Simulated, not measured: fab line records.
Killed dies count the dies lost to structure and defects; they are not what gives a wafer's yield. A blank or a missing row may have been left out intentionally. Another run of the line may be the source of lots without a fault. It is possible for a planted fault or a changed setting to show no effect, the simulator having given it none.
Struck lot and sound lot, side by side || flow gf180mcu || 14 out of 602 route steps
Sound: these wafers, L136.1, L136.2, L136.4. Struck: wafers L140.2, L140.5, L140.6. At the end, the cause is stated.
Each step with rows lists, per side, the tool, then ch with its chambers, then its first start. Under that, the readings that differ: sound wafers || struck wafers || difference of the means || sigmas: that difference in standard deviations of wafers without a fault.
alike: readings with means less than 2 such deviations apart, plus words and numbers identical on both sides. not compared: withheld readings, readings lacking a value on some wafer, bounds such as >300 that could conceal the same value, and numbers that have no deviation in the record and whose values overlap.
Wherever a step has rows on one side only, a row that says differs or no value, or a row with sigmas, the two part there. Numbers that have no deviation but don't overlap get no sigmas and don't part them. Lack of a reading on every wafer of one side parts them only where that side has two or more wafers.

GF_M2_SPUTTER_00: material Ti, target thk 37.5 nm, time 150 s.
  sound: pvd-sputter-03 at day 21 16:41; struck: pvd-sputter-03 at day 23 04:55
  alike: substrate-temp-c, throttle-valve-pct
GF_M2_SPUTTER_01: material TiN, target thk 30 nm, time 25 s.
  sound: pvd-sputter-03 at day 21 16:47; struck: pvd-sputter-03 at day 23 05:01
  alike: throttle-valve-pct
GF_M2_SPUTTER_02: material AlCu, target thk 450 nm, time 23.9 s.
  sound: pvd-sputter-03 at day 21 16:49; struck: pvd-sputter-03 at day 23 05:03
  alike: throttle-valve-pct
GF_M2_SPUTTER_03: material Ti, target thk 10 nm, time 6.7 s.
  sound: pvd-sputter-03 at day 21 16:50; struck: pvd-sputter-03 at day 23 05:05
  alike: substrate-temp-c, throttle-valve-pct
GF_M2_SPUTTER_04: material TiN, target thk 50 nm, time 41.7 s.
  sound: pvd-sputter-03 at day 21 16:52; struck: pvd-sputter-03 at day 23 05:06
  alike: throttle-valve-pct
GF_M2_RS_MEAS_05: uses a four-point probe to measure.
  sound: film-metro-04 at day 21 16:54; struck: film-metro-02 at day 23 05:10
  alike: M2_ALCU_RS
GF_M2_THK_MEAS_06: measures by xrf.
  sound: film-metro-04 at day 21 17:01; struck: film-metro-02 at day 23 05:16
  alike: M2_ALCU_THK
then, 5 steps without rows for these wafers: GF_M2_DEHYDRATE_07 (time 60 s); GF_M2_HMDS_08 (prime time 60 s); GF_M2_COAT_09 (resist thk 1000 nm); GF_M2_SOFTBAKE_10 (time 60 s); GF_M2_EXPOSE_11 (exposes mask Metal2, target cd 280 nm).
GF_M2_PEB_12: peb time 90 s.
  struck on litho-track-03, day 24 03:06; sound on litho-track-01 ch 0, day 22 15:58
  no value came back on the struck wafers for chill-plate-temp-C (C), exhaust-pa (Pa), peb-time-s (s); on the sound wafers chill-plate-temp-C (C) reads 22.95 22.94 23.20
then, 1 step without rows for these wafers: GF_M2_DEVELOP_13 (develop time 60 s).

## WHERE THEY PART
Only at GF_M2_PEB_12, as far as this record shows.

WHY: what the simulator had put in
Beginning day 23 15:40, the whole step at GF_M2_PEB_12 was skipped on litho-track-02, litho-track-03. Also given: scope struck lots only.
